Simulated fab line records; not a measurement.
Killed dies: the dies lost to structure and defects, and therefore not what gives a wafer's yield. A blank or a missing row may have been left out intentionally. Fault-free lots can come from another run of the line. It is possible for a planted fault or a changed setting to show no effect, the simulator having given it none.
fab line records | flow sky130
record lots=24 wafers=72 last-day=50
route steps=708 shown METAL2@488 CAPM@549 VIA3@589 METAL4@598 METAL5@675 PASSIVATION@693
lots untouched by any fault: they come from a run of this same line in which no faults occurred
start-h: start of the lot's first displayed wafer, in hours after the record's first day | wait-h: how many hours have passed since the lot's step before this one | " same as the row above | L1.1+2: a single row standing in for several wafers | - no value, or no start given | * or withheld: withheld | < > ~ a bound
route shown NAME@n: a module of which the file shows steps, and the number in the route of the first | usual: average and standard deviation across the fault-free wafers | same: alike in all rows | chamber/n: place in a boat | sites: readings site by site | _std_site: their standard deviation | _edge_site: inner sites' mean taken away from outer sites' mean | radius-mm: how far each site lies from the wafer's centre | mask NAME#n: copy n | behind: the last tool/chamber to shape the wafer | hold: reason for holding the lot/hours on hold/outcome of the hold | device: the n, p or np transistor that did not switch | end of line: the route-end tests of the same wafers | a step without rows: its recipe alone | killed: dies lost to structure and defects at the first sort, not the wafer's yield | map: the dies of a wafer, with x for killed, . for not killed, _ for no die there
set.NAME: the setting that was run; set.NAME@STEP: the one run at that earlier step | model.NAME: the simulator's own value behind a step, which no gauge read
route steps across a sampled set of lots; one table per step, one row per wafer
services: the hour from which a tool's chamber was out of use, counted from the record's first day as start-h (under 0 if before that day), plus the number of hours and why
## steps
# step SKY_METAL2_RS_MEAS_05
# recipe thk-meas-gauge=four-point-probe reads=TiN_of_METAL2_SPUTTER_04+Ti_of_METAL2_SPUTTER_03+AlCu_of_METAL2_SPUTTER_02+TiN_of_METAL2_SPUTTER_01+Ti_of_METAL2_SPUTTER_00
# usual METAL2_ALCU_RS=0.1272/0.00098
# columns lot.wafer tool chamber start-h wait-h METAL2_ALCU_RS[ohm/sq]
L074.2 film-metro-03 - 792.22 0.0 0.1268
L074.5 " - " " 0.1269
L074.6 " - " " 0.1273
L075.2 film-metro-04 - 799.52 0.0 0.1275
L075.3 " - " " 0.1264
L075.6 " - " " 0.1267
L076.1 film-metro-02 - 832.14 0.0 0.1274
L076.3 " - " " 0.1278
L076.6 " - " " 0.1288
L077.2 film-metro-04 - 834.93 0.0 0.1279
L077.4 " - " " 0.1265
L077.5 " - " " 0.1282
L079.1 film-metro-04 - 837.10 0.0 0.1268
L079.2 " - " " 0.1268
L079.4 " - " " 0.1264
L078.1 film-metro-02 - 837.49 0.0 0.1252
L078.2 " - " " 0.1276
L078.4 " - " " 0.1265
L080.1 film-metro-02 - 838.79 0.0 0.1266
L080.2 " - " " 0.1263
L080.5 " - " " 0.1263
L081.1 film-metro-04 - 843.40 0.0 0.1265
L081.3 " - " " 0.1286
L081.4 " - " " 0.1284
L082.1 film-metro-02 - 858.21 0.0 0.1264
L082.5 " - " " 0.1261
L082.6 " - " " 0.1251
L083.2 film-metro-04 - 862.69 0.0 0.1263
L083.5 " - " " 0.1267
L083.6 " - " " 0.1270
L085.4 film-metro-03 - 874.32 0.1 0.1263
L085.5 " - " " 0.1267
L085.6 " - " " 0.1270
L084.1 film-metro-04 - 875.52 0.0 0.1266
L084.4 " - " " 0.1265
L084.5 " - " " 0.1268
L086.1 film-metro-04 - 888.00 0.0 0.1287
L086.3 " - " " 0.1287
L086.4 " - " " 0.1288
L089.2 film-metro-02 - 919.14 0.0 0.1278
L089.3 " - " " 0.1263
L089.4 " - " " 0.1279
L087.1 film-metro-04 - 919.72 0.0 0.1279
L087.3 " - " " 0.1266
L087.4 " - " " 0.1277
L088.3 film-metro-02 - 920.06 0.1 0.1271
L088.4 " - " " 0.1270
L088.5 " - " " 0.1254
L090.2 film-metro-04 - 921.35 0.0 0.1269
L090.3 " - " " 0.1266
L090.4 " - " " 0.1281
L091.4 film-metro-02 - 923.41 0.1 0.1267
L091.5 " - " " 0.1274
L091.6 " - " " 0.1268
L092.3 film-metro-02 - 926.43 0.1 0.1253
L092.4 " - " " 0.1251
L092.6 " - " " 0.1257
L093.3 film-metro-03 - 928.01 0.1 0.1267
L093.4 " - " " 0.1274
L093.5 " - " " 0.1278
L094.2 film-metro-04 - 943.31 0.0 0.1259
L094.3 " - " " 0.1298
L094.6 " - " " 0.1287
L095.2 film-metro-03 - 948.07 0.0 0.1271
L095.3 " - " " 0.1289
L095.6 " - " " 0.1263
L096.4 film-metro-04 - 951.87 0.1 0.1290
L096.5 " - " " 0.1279
L096.6 " - " " 0.1283
L097.1 film-metro-04 - 955.00 0.0 0.1273
L097.3 " - " " 0.1286
L097.4 " - " " 0.1281
# step SKY_CAPM_OVL_MEAS_12
# usual CAPM_OVL=0.5/1.7
# columns lot.wafer tool chamber start-h wait-h CAPM_OVL[nm]
L074.2 overlay-02 - 875.12 0.1 1.5
L074.5 " - " " 0.4
L074.6 " - " " 2.3
L075.2 overlay-01 - 884.72 0.1 -2.5
L075.3 " - " " -3.3
L075.6 " - " " -2.8
L076.1 overlay-01 - 912.31 0.1 0.8
L076.3 " - " " 0.9
L076.6 " - " " 1.1
L077.2 overlay-02 - 914.37 0.1 1.3
L077.4 " - " " 1.6
L077.5 " - " " 2.5
L079.1 overlay-01 - 917.39 0.1 0.4
L079.2 " - " " -1.2
L079.4 " - " " -1.1
L078.1 overlay-02 - 918.11 0.1 2.5
L078.2 " - " " 0.6
L078.4 " - " " 1.9
L080.1 overlay-01 - 918.52 0.1 1.0
L080.2 " - " " 0.0
L080.5 " - " " 1.2
L081.1 overlay-01 - 922.57 0.1 0.9
L081.3 " - " " 2.3
L081.4 " - " " 0.3
L082.1 overlay-01 - 941.06 0.1 -0.7
L082.5 " - " " -0.4
L082.6 " - " " -1.4
L083.2 overlay-02 - 943.07 0.1 -1.3
L083.5 " - " " 0.6
L083.6 " - " " -0.2
L085.4 overlay-02 - 951.23 0.1 -1.3
L085.5 " - " " -1.6
L085.6 " - " " -1.8
L084.1 overlay-01 - 951.81 0.1 2.7
L084.4 " - " " 1.0
L084.5 " - " " 0.6
L086.1 overlay-02 - 968.07 0.1 3.0
L086.3 " - " " 4.3
L086.4 " - " " 3.1
L089.2 overlay-01 - 994.55 0.1 2.3
L089.3 " - " " 0.7
L089.4 " - " " 2.4
L087.1 overlay-02 - 996.22 0.1 3.1
L087.3 " - " " 2.0
L087.4 " - " " 3.2
L088.3 overlay-02 - 996.35 0.1 -0.4
L088.4 " - " " 1.3
L088.5 " - " " 1.1
L090.2 overlay-02 - 997.52 0.1 -2.2
L090.3 " - " " -1.8
L090.4 " - " " -1.2
L091.4 overlay-02 - 998.51 0.1 -0.9
L091.5 " - " " 0.2
L091.6 " - " " 1.7
L092.3 overlay-01 - 1001.73 0.1 -1.2
L092.4 " - " " -2.0
L092.6 " - " " -0.8
L093.3 overlay-02 - 1002.45 0.1 0.8
L093.4 " - " " 1.3
L093.5 " - " " 0.1
L094.2 overlay-01 - 1015.92 0.1 -0.1
L094.3 " - " " -0.5
L094.6 " - " " -0.6
L095.2 overlay-02 - 1020.57 0.1 2.6
L095.3 " - " " 3.4
L095.6 " - " " 3.6
L096.4 overlay-01 - 1024.69 0.1 1.2
L096.5 " - " " -0.2
L096.6 " - " " -0.6
L097.1 overlay-01 - 1026.86 0.1 -0.1
L097.3 " - " " -0.5
L097.4 " - " " -0.6
# step SKY_VIA3_STRIP_16
# recipe chemistry=O2/N2 power-w=1400 pressure-mtorr=1500 platen-temp-c=withheld o2-flow-sccm=3000 n2-flow-sccm=300 overash-fraction=0.5
# usual chamber-pressure-mTorr=1499.9/1.3 drypump-motor-current-A=5.52/0.25 oes-product-au=0.401/0.0047 strip-time-to-endpoint-s=4.108/0.022
# columns lot.wafer tool chamber start-h wait-h chamber-pressure-mTorr drypump-motor-current-A oes-product-au rf-hours-counter-h strip-time-to-endpoint-s
L074.2 plasma-asher-03 1 925.97 0.0 1498.9 5.44 0.403 82 4.077
L074.5 " 1 " " 1498.4 5.42 0.404 - 4.082
L074.6 " 0 " " 1497.4 5.80 0.398 - 4.076
L075.2 plasma-asher-04 1 936.07 0.0 1498.9 5.60 0.401 19 4.101
L075.3 " 0 " " 1501.0 5.74 0.396 - 4.098
L075.6 " 0 " " 1501.9 5.72 0.410 - 4.108
L076.1 plasma-asher-01 0 963.42 0.0 1500.0 5.08 0.398 111 4.098
L076.3 " 1 " " 1498.3 5.11 0.402 - 4.133
L076.6 " 1 " " 1500.5 5.15 0.402 - 4.111
L077.2 plasma-asher-01 1 964.57 0.0 1499.7 5.15 0.403 111 4.120
L077.4 " 1 " " 1500.7 5.15 0.407 - 4.135
L077.5 " 1 " " 1498.9 5.15 0.406 - 4.124
L079.1 plasma-asher-03 1 968.68 0.0 1502.4 5.40 0.404 86 4.117
L079.2 " 0 " " 1499.1 5.80 0.397 86 4.096
L079.4 " 1 " " 1498.4 5.41 0.400 - 4.103
L078.1 plasma-asher-01 1 970.53 0.0 1501.8 5.15 0.402 112 4.095
L078.2 " 0 " " 1499.2 5.10 0.410 112 4.131
L078.4 " 0 " " 1499.5 5.10 0.395 - 4.133
L080.1 plasma-asher-03 1 970.62 0.0 1500.7 5.42 0.399 87 4.072
L080.2 " 0 " " 1501.1 5.84 0.411 87 4.117
L080.5 " 0 " " 1497.7 5.86 0.401 - 4.097
L081.1 plasma-asher-03 1 974.07 0.0 1499.0 5.43 0.406 87 4.041
L081.3 " 1 " " 1501.8 5.45 0.401 - 4.094
L081.4 " 0 " " 1500.7 5.81 0.405 - 4.050
L082.1 plasma-asher-04 0 991.18 0.0 1500.2 5.75 0.395 24 4.114
L082.5 " 1 " " 1498.3 5.55 0.408 - 4.112
L082.6 " 0 " " 1499.9 5.74 0.399 - 4.119
L083.2 plasma-asher-04 0 993.08 0.0 1500.8 5.71 0.402 25 4.077
L083.5 " 0 " " 1502.2 5.73 0.393 - 4.119
L083.6 " 1 " " 1499.9 5.57 0.398 - 4.078
L085.4 plasma-asher-04 1 1001.69 0.1 1501.6 5.60 0.393 - 4.081
L085.5 " 1 " " 1503.0 5.60 0.405 - 4.102
L085.6 " 0 " " 1498.5 5.72 0.397 - 4.103
L084.1 plasma-asher-04 0 1002.33 0.0 1497.7 5.73 0.402 26 4.097
L084.4 " 1 " " 1498.9 5.57 0.404 - 4.135
L084.5 " 1 " " 1501.5 5.57 0.402 - 4.130
L086.1 plasma-asher-04 0 1016.03 0.0 1498.7 5.71 0.397 27 4.098
L086.3 " 1 " " 1499.9 5.53 0.408 - 4.123
L086.4 " 0 " " 1500.0 5.71 0.402 - 4.105
L089.2 plasma-asher-03 1 1041.21 0.0 1498.2 5.44 0.397 93 4.126
L089.3 " 0 " " 1501.3 5.82 0.406 - 4.136
L089.4 " 1 " " 1499.7 5.44 0.401 - 4.128
L087.1 plasma-asher-03 0 1044.37 0.0 1500.8 5.79 0.405 94 4.101
L087.3 " 1 " " 1502.8 5.42 0.405 - 4.138
L087.4 " 0 " " 1498.7 5.78 0.404 - 4.094
L088.3 plasma-asher-04 1 1044.59 0.1 1498.0 5.57 0.399 - 4.102
L088.4 " 0 " " 1499.8 5.74 0.398 - 4.119
L088.5 " 0 " " 1501.1 5.73 0.401 - 4.112
L090.2 plasma-asher-03 1 1044.72 0.0 1502.1 5.42 0.398 94 4.131
L090.3 " 0 " " 1499.2 5.83 0.403 - 4.132
L090.4 " 1 " " 1499.9 5.42 0.391 - 4.124
L091.4 plasma-asher-03 0 1046.17 0.1 1499.3 5.78 0.399 - 4.143
L091.5 " 0 " " 1498.3 5.81 0.406 - 4.147
L091.6 " 1 " " 1499.5 5.41 0.400 - 4.128
L092.3 plasma-asher-04 1 1049.06 0.1 1499.4 5.55 0.400 - 4.124
L092.4 " 0 " " 1500.0 5.73 0.403 - 4.139
L092.6 " 0 " " 1500.9 5.73 0.402 - 4.110
L093.3 plasma-asher-01 0 1050.29 0.1 1499.9 5.09 0.409 - 4.092
L093.4 " 1 " " 1498.4 5.17 0.400 - 4.103
L093.5 " 1 " " 1500.7 5.12 0.403 - 4.105
L094.2 plasma-asher-03 1 1061.62 0.0 1500.0 5.42 0.394 96 4.089
L094.3 " 0 " " 1498.4 5.78 0.396 - 4.055
L094.6 " 0 " " 1497.4 5.81 0.403 - 4.082
L095.2 plasma-asher-04 0 1067.06 0.0 1498.8 5.74 0.399 32 4.123
L095.3 " 1 " " 1497.4 5.60 0.404 - 4.107
L095.6 " 1 " " 1502.8 5.57 0.408 - 4.112
L096.4 plasma-asher-01 1 1071.01 0.0 1500.5 5.16 0.407 - 4.126
L096.5 " 1 " " 1499.4 5.14 0.404 - 4.100
L096.6 " 0 " " 1500.7 5.08 0.401 - 4.121
L097.1 plasma-asher-04 0 1073.38 0.0 1498.9 5.71 0.397 33 4.111
L097.3 " 1 " " 1499.5 5.60 0.399 - 4.091
L097.4 " 0 " " 1500.5 5.73 0.397 - 4.109
# step SKY_METAL4_SPUTTER_00
# recipe material=Ti target-thk-nm=15 power-w=3000 time-s=10 chamber-pressure-pa=0.4
# usual throttle-valve-pct=30.4/0.89
# columns lot.wafer tool chamber start-h wait-h throttle-valve-pct
L074.2 pvd-sputter-03 - 927.24 0.2 30.5
L074.5 " - " " 30.4
L074.6 " - " " 30.4
L075.2 pvd-sputter-04 - 937.33 0.1 30.3
L075.3 " - " " 29.1
L075.6 " - " " 29.1
L076.1 pvd-sputter-02 - 964.68 0.1 31.8
L076.3 " - " " 29.7
L076.6 " - " " 30.5
L077.2 pvd-sputter-03 - 965.83 0.2 30.3
L077.4 " - " " 32.1
L077.5 " - " " 30.5
L079.1 pvd-sputter-04 - 969.95 0.2 29.1
L079.2 " - " " 29.4
L079.4 " - " " 29.9
L078.1 pvd-sputter-02 - 971.92 0.1 32.0
L078.2 " - " " 31.0
L078.4 " - " " 30.6
L080.1 pvd-sputter-03 - 972.11 0.1 29.8
L080.2 " - " " 32.1
L080.5 " - " " 29.9
L081.1 pvd-sputter-04 - 975.36 0.1 29.0
L081.3 " - " " 29.0
L081.4 " - " " 29.6
L082.1 pvd-sputter-03 - 992.44 0.2 30.7
L082.5 " - " " 30.6
L082.6 " - " " 32.1
L083.2 pvd-sputter-02 - 994.33 0.2 31.9
L083.5 " - " " 31.4
L083.6 " - " " 29.9
L085.4 pvd-sputter-03 - 1003.02 0.1 30.5
L085.5 " - " " 30.0
L085.6 " - " " 30.3
L084.1 pvd-sputter-03 - 1003.63 0.2 30.4
L084.4 " - " " 30.5
L084.5 " - " " 30.4
L086.1 pvd-sputter-04 - 1017.28 0.2 30.2
L086.3 " - " " 29.4
L086.4 " - " " 28.9
L089.2 pvd-sputter-03 - 1042.50 0.1 29.7
L089.3 " - " " 30.5
L089.4 " - " " 32.1
L087.1 pvd-sputter-02 - 1045.88 0.1 29.6
L087.3 " - " " 30.6
L087.4 " - " " 31.2
L088.3 pvd-sputter-03 - 1046.01 0.1 30.0
L088.4 " - " " 30.5
L088.5 " - " " 29.9
L090.2 pvd-sputter-02 - 1046.18 0.1 30.6
L090.3 " - " " 29.5
L090.4 " - " " 31.1
L091.4 pvd-sputter-03 - 1047.40 0.1 30.6
L091.5 " - " " 30.3
L091.6 " - " " 32.2
L092.3 pvd-sputter-03 - 1050.38 0.1 32.1
L092.4 " - " " 30.5
L092.6 " - " " 29.9
L093.3 pvd-sputter-03 - 1051.54 0.1 32.1
L093.4 " - " " 30.6
L093.5 " - " " 29.9
L094.2 pvd-sputter-02 - 1062.91 0.1 31.6
L094.3 " - " " 30.7
L094.6 " - " " 31.8
L095.2 pvd-sputter-04 - 1068.36 0.1 29.8
L095.3 " - " " 29.0
L095.6 " - " " 29.3
L096.4 pvd-sputter-02 - 1072.23 0.2 31.2
L096.5 " - " " 31.7
L096.6 " - " " 29.4
L097.1 pvd-sputter-02 - 1074.67 0.1 31.9
L097.3 " - " " 31.1
L097.4 " - " " 29.6
# step SKY_METAL5_DESCUM_14
# recipe chemistry=O2 source-power-w=150 bias-power-w=0 pressure-mtorr=10 temp-c=40 time-s=11
# usual chamber-pressure-mTorr=10.001/0.0094 drypump-motor-current-A=5.8/0.42 oes-product-au=0.999/0.0076
# columns lot.wafer tool chamber start-h wait-h chamber-pressure-mTorr drypump-motor-current-A oes-product-au rf-hours-counter-h
L074.2 rie-metal-02 0 1024.45 0.1 9.998 5.8 0.998 10
L074.5 " 1 " " 9.994 6.1 0.995 -
L074.6 " 0 " " 9.994 5.8 1.012 -
L075.2 rie-metal-03 1 1034.91 0.1 9.993 5.5 0.998 19
L075.3 " 1 " " 10.004 5.5 0.994 -
L075.6 " 1 " " 10.006 5.5 0.995 -
L076.1 rie-metal-03 0 1057.91 0.1 10.011 6.1 0.995 14
L076.3 " 0 " " 10.001 6.1 0.985 -
L076.6 " 0 " " 10.004 6.1 0.985 -
L077.2 rie-metal-01 1 1059.77 0.1 10.002 6.2 1.001 16
L077.4 " 1 " " 10.002 6.2 1.015 -
L077.5 " 1 " " 10.006 6.2 0.993 -
L079.1 rie-metal-01 0 1064.10 0.1 10.002 5.1 1.015 11
L079.2 " 1 " " 10.017 6.2 1.001 16
L079.4 " 1 " " 10.006 6.2 0.994 -
L078.1 rie-metal-03 0 1065.26 0.1 10.016 6.1 0.988 15
L078.2 " 1 " " 10.005 5.5 0.991 21
L078.4 " 0 " " 9.995 6.1 0.988 -
L080.1 rie-metal-03 1 1066.45 0.1 10.006 5.5 0.995 21
L080.2 " 0 " " 10.003 6.1 0.991 15
L080.5 " 1 " " 9.991 5.5 0.998 -
L081.1 rie-metal-01 0 1067.76 0.1 10.015 5.1 0.999 11
L081.3 " 1 " " 9.993 6.2 0.996 -
L081.4 " 0 " " 10.008 5.1 0.991 -
L082.1 rie-metal-03 0 1081.12 0.1 9.998 6.1 1.003 16
L082.5 " 0 " " 10.002 6.1 0.998 -
L082.6 " 1 " " 10.001 5.5 1.003 -
L083.2 rie-metal-03 1 1085.27 0.1 10.011 5.5 0.998 23
L083.5 " 1 " " 9.996 5.5 1.005 -
L083.6 " 0 " " 10.004 6.2 1.002 -
L085.4 rie-metal-01 1 1092.17 0.1 9.997 6.2 1.003 -
L085.5 " 1 " " 9.988 6.2 1.000 -
L085.6 " 0 " " 9.998 5.1 1.004 -
L084.1 rie-metal-03 1 1093.30 0.1 9.999 5.5 0.996 24
L084.4 " 1 " " 10.021 5.5 0.996 -
L084.5 " 1 " " 10.004 5.5 1.009 -
L086.1 rie-metal-03 0 1104.85 0.1 9.998 6.1 1.001 18
L086.3 " 1 " " 9.995 5.5 1.010 -
L086.4 " 0 " " 9.989 6.1 0.990 -
L089.2 rie-metal-03 0 1130.76 0.1 10.011 6.1 0.990 20
L089.3 " 0 " " 9.999 6.1 0.994 -
L089.4 " 1 " " 9.996 5.5 1.002 -
L087.1 rie-metal-03 0 1132.21 0.1 9.991 6.2 0.997 21
L087.3 " 1 " " 9.999 5.5 0.999 -
L087.4 " 0 " " 10.009 6.1 0.993 -
L088.3 rie-metal-02 1 1133.17 0.1 10.001 6.1 1.008 -
L088.4 " 0 " " 10.007 5.8 0.997 -
L088.5 " 0 " " 10.011 5.8 1.007 -
L090.2 rie-metal-02 1 1134.61 0.1 9.996 6.1 0.998 24
L090.3 " 1 " " 10.003 6.1 0.991 -
L090.4 " 0 " " 10.012 5.8 0.992 -
L091.4 rie-metal-03 1 1135.05 0.1 10.005 5.5 1.010 -
L091.5 " 1 " " 10.018 5.5 1.012 -
L091.6 " 1 " " 9.991 5.5 1.001 -
L093.3 rie-metal-01 1 1136.28 0.1 10.022 6.2 1.010 -
L093.4 " 0 " " 10.011 5.1 1.004 -
L093.5 " 0 " " 9.998 5.1 1.010 -
L092.3 rie-metal-02 0 1136.42 0.1 10.002 5.8 1.004 -
L092.4 " 1 " " 10.009 6.1 0.998 -
L092.6 " 1 " " 9.993 6.1 1.003 -
L094.2 rie-metal-03 1 1144.30 0.1 10.002 5.5 0.995 29
L094.3 " 0 " " 9.992 6.1 0.984 -
L094.6 " 1 " " 9.988 5.5 0.994 -
L095.2 rie-metal-01 1 1150.10 0.1 9.981 6.2 0.998 22
L095.3 " 1 " " 10.009 6.2 1.007 -
L095.6 " 0 " " 10.016 5.1 1.008 -
L096.4 rie-metal-01 0 1156.52 0.1 10.004 5.1 1.007 -
L096.5 " 1 " " 10.003 6.2 1.007 -
L096.6 " 0 " " 9.996 5.1 1.002 -
L097.1 rie-metal-01 1 1157.50 0.1 10.007 6.2 0.995 23
L097.3 " 0 " " 9.993 5.1 1.001 -
L097.4 " 1 " " 10.001 6.2 0.999 -
# step SKY_PASSIVATION_STRIP_12
# recipe chemistry=O2/N2 power-w=1400 pressure-mtorr=1500 platen-temp-c=withheld overash-fraction=0.7 o2-flow-sccm=3000 n2-flow-sccm=300
# usual chamber-pressure-mTorr=1499.8/1.3 drypump-motor-current-A=5.5/0.38 oes-product-au=0.661/0.0043 strip-time-to-endpoint-s=31.63/0.12
# columns lot.wafer tool chamber start-h wait-h chamber-pressure-mTorr drypump-motor-current-A oes-product-au rf-hours-counter-h strip-time-to-endpoint-s
L074.2 plasma-asher-04 0 1047.75 0.1 1501.5 5.7 0.653 30 31.72
L074.5 " 1 " " 1498.4 5.6 0.666 - 31.65
L074.6 " 0 " " 1499.1 5.7 0.662 - 31.80
L075.2 plasma-asher-02 0 1057.86 0.1 1501.4 5.7 0.660 61 31.65
L075.3 " 1 " " 1499.6 6.1 0.656 - 31.76
L075.6 " 0 " " 1499.5 5.7 0.653 - 31.86
L076.1 plasma-asher-04 1 1079.71 0.1 1501.5 5.5 0.663 33 31.65
L076.3 " 1 " " 1500.4 5.6 0.665 - 31.64
L076.6 " 1 " " 1502.1 5.6 0.656 - 31.64
L077.2 plasma-asher-01 0 1080.86 0.1 1499.5 5.1 0.656 2 31.53
L077.4 " 1 " " 1499.4 5.1 0.660 - 31.59
L077.5 " 1 " " 1502.7 5.1 0.659 - 31.52
L079.1 plasma-asher-04 1 1086.37 0.1 1500.5 5.6 0.662 34 31.75
L079.2 " 0 " " 1499.5 5.7 0.658 34 31.46
L079.4 " 0 " " 1501.9 5.7 0.662 - 31.74
L078.1 plasma-asher-01 0 1087.96 0.1 1499.1 5.1 0.670 3 31.60
L078.2 " 1 " " 1499.8 5.2 0.666 3 31.69
L078.4 " 1 " " 1500.8 5.2 0.662 - 31.55
L080.1 plasma-asher-04 0 1088.31 0.1 1500.0 5.7 0.662 34 31.58
L080.2 " 1 " " 1501.6 5.6 0.662 34 31.67
L080.5 " 0 " " 1497.6 5.7 0.669 - 31.65
L081.1 plasma-asher-01 1 1090.37 0.1 1499.5 5.1 0.655 3 31.58
L081.3 " 0 " " 1500.2 5.1 0.659 - 31.68
L081.4 " 1 " " 1500.2 5.1 0.664 - 31.66
L082.1 plasma-asher-02 1 1101.50 0.1 1499.9 6.1 0.655 65 31.68
L082.5 " 0 " " 1500.1 5.7 0.672 - 31.84
L082.6 " 1 " " 1500.7 6.1 0.654 - 31.80
L083.2 plasma-asher-02 0 1107.71 0.1 1501.4 5.7 0.661 65 31.59
L083.5 " 0 " " 1499.2 5.7 0.665 - 31.60
L083.6 " 1 " " 1500.4 6.1 0.661 - 31.50
L085.4 plasma-asher-01 1 1113.56 0.1 1499.6 5.1 0.664 - 31.65
L085.5 " 0 " " 1499.8 5.1 0.663 - 31.74
L085.6 " 1 " " 1500.9 5.2 0.655 - 31.65
L084.1 plasma-asher-01 0 1114.40 0.1 1500.6 5.1 0.651 5 31.69
L084.4 " 0 " " 1497.8 5.1 0.666 - 31.77
L084.5 " 0 " " 1497.5 5.1 0.657 - 31.67
L086.1 plasma-asher-01 1 1124.60 0.1 1499.2 5.2 0.657 6 31.89
L086.3 " 0 " " 1502.1 5.1 0.665 - 31.72
L086.4 " 1 " " 1499.2 5.2 0.659 - 31.74
L089.2 plasma-asher-02 0 1149.80 0.1 1498.9 5.7 0.658 70 31.44
L089.3 " 0 " " 1499.9 5.7 0.659 - 31.42
L089.4 " 1 " " 1499.4 6.1 0.664 - 31.50
L087.1 plasma-asher-01 0 1151.85 0.1 1503.5 5.1 0.657 8 31.46
L087.3 " 0 " " 1499.5 5.1 0.655 - 31.62
L087.4 " 1 " " 1498.3 5.2 0.664 - 31.50
L088.3 plasma-asher-01 1 1152.36 0.1 1497.5 5.1 0.653 - 31.30
L088.4 " 0 " " 1501.1 5.1 0.669 - 31.53
L088.5 " 0 " " 1500.9 5.1 0.659 - 31.63
L090.2 plasma-asher-02 0 1154.00 0.1 1498.2 5.7 0.663 70 31.63
L090.3 " 0 " " 1501.1 5.7 0.666 - 31.52
L090.4 " 1 " " 1497.3 6.1 0.658 - 31.54
L091.4 plasma-asher-04 1 1154.39 0.1 1498.5 5.6 0.667 - 31.69
L091.5 " 1 " " 1499.4 5.6 0.666 - 31.74
L091.6 " 0 " " 1501.2 5.7 0.658 - 31.54
L093.3 plasma-asher-04 1 1155.68 0.1 1500.2 5.6 0.663 - 31.78
L093.4 " 0 " " 1500.4 5.7 0.662 - 31.69
L093.5 " 0 " " 1498.0 5.7 0.663 - 31.77
L092.3 plasma-asher-02 0 1156.03 0.1 1499.9 5.7 0.663 - 31.69
L092.4 " 1 " " 1502.2 6.1 0.664 - 31.58
L092.6 " 0 " " 1499.6 5.7 0.659 - 31.53
L094.2 plasma-asher-01 1 1163.58 0.1 1500.1 5.1 0.669 10 31.72
L094.3 " 0 " " 1501.7 5.1 0.663 - 31.53
L094.6 " 0 " " 1498.2 5.1 0.664 - 31.55
L095.2 plasma-asher-02 1 1169.38 0.1 1498.6 6.1 0.662 71 31.63
L095.3 " 0 " " 1501.0 5.7 0.660 - 31.50
L095.6 " 0 " " 1499.7 5.7 0.669 - 31.62
L096.4 plasma-asher-02 1 1175.08 0.1 1499.6 6.1 0.663 - 31.34
L096.5 " 0 " " 1499.4 5.7 0.662 - 31.27
L096.6 " 1 " " 1499.5 6.1 0.658 - 31.37
L097.1 plasma-asher-01 0 1175.75 0.1 1499.8 5.1 0.659 11 31.64
L097.3 " 1 " " 1499.7 5.1 0.657 - 31.63
L097.4 " 0 " " 1500.8 5.1 0.657 - 31.58
## services
# columns tool chamber start-h hours kind
pvd-sputter-04 - 905.74 6.3 repair
pvd-sputter-02 - 905.93 6.7 repair
pvd-sputter-02 - 907.84 5.2 repair
rie-metal-02 1 913.28 1.5 repair
pvd-sputter-02 - 914.69 4.2 repair
rie-metal-03 - 928.86 1.6 repair
plasma-asher-04 - 938.07 1.4 repair
rie-metal-01 - 946.25 0.2 repair
rie-metal-01 0 970.40 2.9 repair
pvd-sputter-02 - 980.54 13.6 repair
rie-metal-01 0 1010.27 1.1 repair
rie-metal-03 0 1015.24 11.5 repair
pvd-sputter-04 - 1044.59 3.3 repair
plasma-asher-01 - 1045.88 0.9 repair
pvd-sputter-02 - 1053.78 0.6 repair
plasma-asher-01 - 1055.25 9.0 pm
plasma-asher-02 - 1079.54 2.8 pm
pvd-sputter-04 - 1079.99 20.8 repair
rie-metal-01 1 1102.17 14.1 repair
pvd-sputter-02 - 1116.55 8.4 repair
rie-metal-01 - 1127.21 0.8 repair
pvd-sputter-02 - 1137.56 0.7 repair
plasma-asher-02 - 1156.37 0.8 repair
plasma-asher-02 - 1161.63 3.2 repair
## key
fault none
